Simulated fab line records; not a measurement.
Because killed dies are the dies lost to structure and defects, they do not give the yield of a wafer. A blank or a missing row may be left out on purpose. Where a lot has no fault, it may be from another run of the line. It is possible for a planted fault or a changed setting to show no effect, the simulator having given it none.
fab line records    flow gf180mcu
record: lots: 7  wafers: 21  last-day: 34
route steps=602 shown MIM@509
lots with no fault: from the same line, run without faults
start-h: the number of hours between the record's first day and the start of the first shown wafer of the lot    wait-h: time in hours since the lot's previous step    " repeats the value in the row above    L1.1+2: one row covering several wafers at once    - value missing, or start not given    * or withheld: withheld    < > ~ a bound
route shown NAME@n: a module of which the file shows steps, and the number in the route of the first    usual: average and standard deviation across the fault-free wafers    same: alike in all rows    chamber/n: place in a boat    sites: the reading at each site    _std_site: their standard deviation    _edge_site: the outer-site mean with the inner-site mean subtracted    radius-mm: for every site, how far away it sits from the centre of the wafer    mask NAME#n: copy n    behind: the last tool/chamber to shape the wafer    hold: reason for holding the lot/hours on hold/outcome of the hold    device: names the non-switching transistor (n, p or np)    end of line: the route-end tests of the same wafers    a step without rows: its recipe alone    killed: count of dies lost to structure and defects at first sort (not the wafer's yield)    map: the dies of a wafer, with x for killed, . for not killed, _ for no die there
set.NAME: the setting as run; set.NAME@STEP: as run at that earlier step    model.NAME: the simulator's own value behind a step, which no gauge read
lots at selected steps of the route; one table per step, one row per wafer
services: a tool's chamber out of use, with start hour (start-h, from the record's first day; less than 0 if before it), hours out, and reason
== steps ==
step: GF_MIM_THK_MEAS_06
recipe: reads: Si3N4_of_MIM_CVD_05
usual: MIM_CVD_05_THK: 42.1/0.56
lot.wafer  tool           chamber  start-h  wait-h  MIM_CVD_05_THK[nm]
L640.1     film-metro-04  -        613.32   0.0     41.5
L640.2     "              -        "        "       41.2
L640.3     "              -        "        "       40.9
L641.1     film-metro-04  -        616.69   0.1     41.6
L641.4     "              -        "        "       42.0
L641.5     "              -        "        "       41.6
L642.4     film-metro-04  -        628.05   0.0     42.5
L642.5     "              -        "        "       42.3
L642.6     "              -        "        "       42.1
L643.1     film-metro-04  -        628.57   0.0     41.1
L643.2     "              -        "        "       41.4
L643.5     "              -        "        "       41.9
L650.3     film-metro-04  -        677.08   0.0     41.0
L650.4     "              -        "        "       42.0
L650.5     "              -        "        "       42.0
L651.1     film-metro-01  -        701.92   0.0     41.8
L651.2     "              -        "        "       41.9
L651.3     "              -        "        "       42.1
L657.3     film-metro-04  -        736.39   0.0     41.9
L657.5     "              -        "        "       42.9
L657.6     "              -        "        "       42.3
step: GF_MIM_SPUTTER_07
recipe: material: TiN  target-thk-nm: 60  power-w: 6500  time-s: 50  chamber-pressure-pa: 0.4
usual: cathode-dc-power-W: 6500.1/1.2  throttle-valve-pct: 30.1/1.1
lot.wafer  tool            chamber  start-h  wait-h  cathode-dc-power-W  throttle-valve-pct
L640.1     pvd-sputter-04  -        613.38   0.1     6500.0              27.5
L640.2     "               -        "        "       6499.6              30.9
L640.3     "               -        "        "       6501.3              30.1
L641.1     pvd-sputter-04  -        616.75   0.1     6499.1              30.6
L641.4     "               -        "        "       6496.6              30.8
L641.5     "               -        "        "       6498.6              27.8
L642.4     pvd-sputter-02  -        628.08   0.0     6500.4              30.3
L642.5     "               -        "        "       6501.1              30.2
L642.6     "               -        "        "       6499.1              31.1
L643.1     pvd-sputter-03  -        628.63   0.1     6500.6              29.7
L643.2     "               -        "        "       6498.8              30.3
L643.5     "               -        "        "       6498.8              30.2
L650.3     pvd-sputter-02  -        677.12   0.0     6501.2              30.9
L650.4     "               -        "        "       6501.5              30.5
L650.5     "               -        "        "       6500.2              32.0
L651.1     pvd-sputter-03  -        701.98   0.1     6497.1              29.8
L651.2     "               -        "        "       6501.0              30.8
L651.3     "               -        "        "       6500.9              30.3
L657.3     pvd-sputter-02  -        736.43   0.0     6499.8              29.5
L657.5     "               -        "        "       6500.7              31.1
L657.6     "               -        "        "       6499.6              29.6
step: GF_MIM_SPUTTER_08
recipe: material: AlCu  target-thk-nm: 200  power-w: 10600  time-s: 10.6  chamber-pressure-pa: 0.4
usual: cathode-dc-power-W: 10600/2.1  throttle-valve-pct: 30.1/1.2
lot.wafer  tool            chamber  start-h  wait-h  cathode-dc-power-W  throttle-valve-pct
L640.1     pvd-sputter-04  -        613.42   0.0     10599               27.6
L640.2     "               -        "        "       10604               30.8
L640.3     "               -        "        "       10602               30.6
L641.1     pvd-sputter-04  -        616.79   0.0     10599               31.0
L641.4     "               -        "        "       10600               30.7
L641.5     "               -        "        "       10599               27.1
L642.4     pvd-sputter-02  -        628.12   0.0     10597               30.6
L642.5     "               -        "        "       10600               30.7
L642.6     "               -        "        "       10600               30.7
L643.1     pvd-sputter-03  -        628.67   0.0     10604               29.7
L643.2     "               -        "        "       10598               29.8
L643.5     "               -        "        "       10599               29.9
L650.3     pvd-sputter-02  -        677.16   0.0     10597               30.9
L650.4     "               -        "        "       10601               30.2
L650.5     "               -        "        "       10600               31.7
L651.1     pvd-sputter-03  -        702.02   0.0     10599               29.2
L651.2     "               -        "        "       10597               30.9
L651.3     "               -        "        "       10601               29.9
L657.3     pvd-sputter-02  -        736.47   0.0     10603               29.5
L657.5     "               -        "        "       10602               30.8
L657.6     "               -        "        "       10599               29.4
step: GF_MIM_SPUTTER_09
recipe: material: TiN  target-thk-nm: 35  power-w: 6500  time-s: 29.2  chamber-pressure-pa: 0.4
usual: cathode-dc-power-W: 6499.8/1.2  throttle-valve-pct: 30.2/1.1
lot.wafer  tool            chamber  start-h  wait-h  cathode-dc-power-W  throttle-valve-pct
L640.1     pvd-sputter-04  -        613.45   0.0     6501.3              27.6
L640.2     "               -        "        "       6500.9              30.9
L640.3     "               -        "        "       6499.4              30.2
L641.1     pvd-sputter-04  -        616.81   0.0     6498.6              30.9
L641.4     "               -        "        "       6497.4              31.1
L641.5     "               -        "        "       6498.3              27.7
L642.4     pvd-sputter-02  -        628.14   0.0     6500.3              30.3
L642.5     "               -        "        "       6500.0              30.7
L642.6     "               -        "        "       6500.0              30.6
L643.1     pvd-sputter-03  -        628.70   0.0     6500.4              29.5
L643.2     "               -        "        "       6500.3              30.1
L643.5     "               -        "        "       6500.2              29.9
L650.3     pvd-sputter-02  -        677.19   0.0     6498.2              30.9
L650.4     "               -        "        "       6500.7              30.4
L650.5     "               -        "        "       6501.5              32.2
L651.1     pvd-sputter-03  -        702.04   0.0     6499.0              29.6
L651.2     "               -        "        "       6499.2              30.7
L651.3     "               -        "        "       6499.0              29.9
L657.3     pvd-sputter-02  -        736.49   0.0     6499.1              29.8
L657.5     "               -        "        "       6497.1              30.8
L657.6     "               -        "        "       6501.1              29.9
step: GF_MIM_RS_MEAS_10
recipe: thk-meas-gauge: four-point-probe  reads: TiN_of_MIM_SPUTTER_09+AlCu_of_MIM_SPUTTER_08+TiN_of_MIM_SPUTTER_07
usual: MIM_ALCU_RS: 0.1600/0.0017
lot.wafer  tool           chamber  start-h  wait-h  MIM_ALCU_RS[ohm/sq]
L640.1     film-metro-04  -        613.48   0.0     0.1603
L640.2     "              -        "        "       0.1603
L640.3     "              -        "        "       0.1603
L641.1     film-metro-02  -        617.00   0.2     0.1610
L641.4     "              -        "        "       0.1601
L641.5     "              -        "        "       0.1625
L642.4     film-metro-02  -        628.24   0.1     0.1622
L642.5     "              -        "        "       0.1612
L642.6     "              -        "        "       0.1614
L643.1     film-metro-02  -        628.73   0.0     0.1570
L643.2     "              -        "        "       0.1585
L643.5     "              -        "        "       0.1567
L650.3     film-metro-02  -        677.26   0.1     0.1595
L650.4     "              -        "        "       0.1598
L650.5     "              -        "        "       0.1602
L651.1     film-metro-02  -        702.08   0.0     0.1591
L651.2     "              -        "        "       0.1589
L651.3     "              -        "        "       0.1584
L657.3     film-metro-01  -        736.57   0.1     0.1612
L657.5     "              -        "        "       0.1598
L657.6     "              -        "        "       0.1615
step: GF_MIM_THK_MEAS_11
recipe: thk-meas-gauge: xrf  reads: AlCu_of_MIM_SPUTTER_08
usual: MIM_ALCU_THK: 197.3/2.5
lot.wafer  tool           chamber  start-h  wait-h  MIM_ALCU_THK[nm]
L640.1     film-metro-04  -        613.60   0.1     195.8
L640.2     "              -        "        "       197.3
L640.3     "              -        "        "       195.6
L641.1     film-metro-02  -        617.12   0.1     194.7
L641.4     "              -        "        "       195.1
L641.5     "              -        "        "       192.7
L642.4     film-metro-02  -        628.33   0.1     193.1
L642.5     "              -        "        "       193.9
L642.6     "              -        "        "       195.8
L643.1     film-metro-02  -        628.85   0.1     198.5
L643.2     "              -        "        "       197.7
L643.5     "              -        "        "       198.9
L650.3     film-metro-02  -        677.36   0.1     196.7
L650.4     "              -        "        "       196.7
L650.5     "              -        "        "       196.9
L651.1     film-metro-02  -        702.20   0.1     197.6
L651.2     "              -        "        "       198.3
L651.3     "              -        "        "       198.9
L657.3     film-metro-01  -        736.67   0.1     199.5
L657.5     "              -        "        "       200.0
L657.6     "              -        "        "       196.6
step: GF_MIM_DEHYDRATE_12
recipe: temp-c: 200  time-s: 60
step: GF_MIM_HMDS_13
recipe: prime-time-s: 60  prime-temp-c: 120
step: GF_MIM_COAT_14
recipe: resist: NOVOLAK  spin-rpm: 3000  resist-thk-nm: 1000
step: GF_MIM_SOFTBAKE_15
recipe: temp-c: 90  time-s: 60  resist: NOVOLAK
step: GF_MIM_EXPOSE_16
recipe: mask-id: FuseTop  target-cd-nm: 2000  na: 0.6  source-shape: conventional  sigma-outer: 0.6  dose-mj: 140
step: GF_MIM_PEB_17
recipe: temp-c: withheld  time-s: *  resist: NOVOLAK
step: GF_MIM_DEVELOP_18
recipe: develop-time-s: 60  dev-temp-c: 23
usual: chill-plate-temp-C: 22.99/0.097  develop-time-s: 60/0
lot.wafer  tool            chamber  start-h  wait-h  chill-plate-temp-C  develop-time-s
L640.1     litho-track-04  0        632.20   0.1     22.95               60
L640.2     "               0        "        "       23.01               60
L640.3     "               0        "        "       23.01               60
L641.1     litho-track-04  -        636.25   0.1     -                   -
L641.4     "               -        "        "       -                   -
L641.5     "               -        "        "       -                   -
L642.4     litho-track-03  -        648.31   0.1     -                   -
L642.5     "               -        "        "       -                   -
L642.6     "               -        "        "       -                   -
L643.1     litho-track-04  -        648.45   0.1     -                   -
L643.2     "               -        "        "       -                   -
L643.5     "               -        "        "       -                   -
L650.3     litho-track-02  0        695.70   0.1     22.92               60
L650.4     "               0        "        "       22.95               60
L650.5     "               0        "        "       22.93               60
L651.1     litho-track-03  0        719.69   0.1     22.89               60
L651.2     "               0        "        "       22.88               60
L651.3     "               0        "        "       23.01               60
L657.3     litho-track-04  0        753.10   0.1     23.10               60
L657.5     "               0        "        "       23.09               60
L657.6     "               0        "        "       22.98               60
step: GF_MIM_METAL_ETCH_19
recipe: chemistry: Cl2/BCl3  mask-material: NOVOLAK  stop-on: Si3N4  target-depth-nm: 324.5  pressure-mtorr: 8  icp-w: 800  bias-w: 140  Cl2_flow_sccm: 80  bcl3-flow-sccm: 40  time-s: 54.1
usual: drypump-motor-current-A: 5.4/0.55  oes-product-au: 0.942/0.0062  throttle-valve-pct: 28.284/0.0097
lot.wafer  tool          chamber  start-h  wait-h  drypump-motor-current-A  oes-product-au  rf-hours-counter-h  throttle-valve-pct
L640.1     rie-metal-04  1        632.35   0.1     5.2                      0.937           11                  28.282
L640.2     "             0        "        "       6.2                      0.942           4                   28.289
L640.3     "             0        "        "       6.3                      0.941           -                   28.283
L641.1     rie-metal-04  0        636.40   0.1     6.3                      0.944           4                   28.273
L641.4     "             1        "        "       5.2                      0.939           -                   28.298
L641.5     "             1        "        "       5.2                      0.930           -                   28.284
L642.4     rie-metal-01  1        648.41   0.1     4.8                      0.933           -                   28.291
L642.5     "             0        "        "       4.7                      0.939           -                   28.288
L642.6     "             1        "        "       4.8                      0.933           -                   28.282
L643.1     rie-metal-04  1        648.60   0.1     5.2                      0.954           12                  28.286
L643.2     "             0        "        "       6.2                      0.945           4                   28.273
L643.5     "             0        "        "       6.3                      0.947           -                   28.276
L650.3     rie-metal-03  1        695.83   0.1     5.6                      0.941           -                   28.287
L650.4     "             0        "        "       5.3                      0.948           -                   28.260
L650.5     "             0        "        "       5.3                      0.939           -                   28.269
L651.1     rie-metal-01  1        719.84   0.1     4.8                      0.944           7                   28.285
L651.2     "             0        "        "       4.7                      0.948           8                   28.267
L651.3     "             1        "        "       4.8                      0.947           -                   28.291
L657.3     rie-metal-01  1        753.22   0.1     4.8                      0.934           -                   28.284
L657.5     "             0        "        "       4.7                      0.950           -                   28.293
L657.6     "             1        "        "       4.8                      0.944           -                   28.303
== services ==
tool            chamber  start-h  hours  kind
pvd-sputter-02  -        622.09   5.3    repair
rie-metal-03    -        630.10   1.4    pm
rie-metal-03    -        632.15   1.2    repair
rie-metal-01    0        660.62   5.1    repair
pvd-sputter-04  -        665.72   1.5    repair
pvd-sputter-04  -        678.08   4.6    repair
rie-metal-04    1        682.65   -      clean
rie-metal-04    1        682.65   27.4   scheduled-down
rie-metal-04    1        682.65   27.4   vent-cycle
rie-metal-03    1        705.10   -      clean
rie-metal-03    1        705.10   16.4   scheduled-down
rie-metal-03    1        705.10   16.4   vent-cycle
pvd-sputter-04  -        717.31   0.8    repair
rie-metal-04    -        729.22   0.1    repair
pvd-sputter-02  -        751.58   5.3    repair
== key ==
first-sign: step: GF_MIM_DEVELOP_18  reading: tool-record  direction: missing
effect none on later readings
met-at GF_MIM_DEVELOP_18
struck-wafers L641.1,L641.4,L641.5,L642.4,L642.5,L642.6,L643.1,L643.2,L643.5
later-rows-left-out L641.1,L641.4,L641.5,L642.4,L642.5,L642.6,L643.1,L643.2,L643.5
sort-left-out L641.1,L641.4,L641.5,L642.4,L642.5,L642.6,L643.1,L643.2,L643.5
onset-between 632.20 636.25
fault: kind: skipped-step-whole  tool: litho-track-03,litho-track-04  chamber: -  onset-h: 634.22  steps: GF_MIM_DEVELOP_18  scope: struck-lots-only
sort-left-out: the simulated sort isn't trusted on such a fault, so these wafers' sort isn't shown, and their yield isn't known
later-rows-left-out: the simulator's readings of these wafers behind a module that went badly wrong aren't trusted and aren't shown, but for the sort
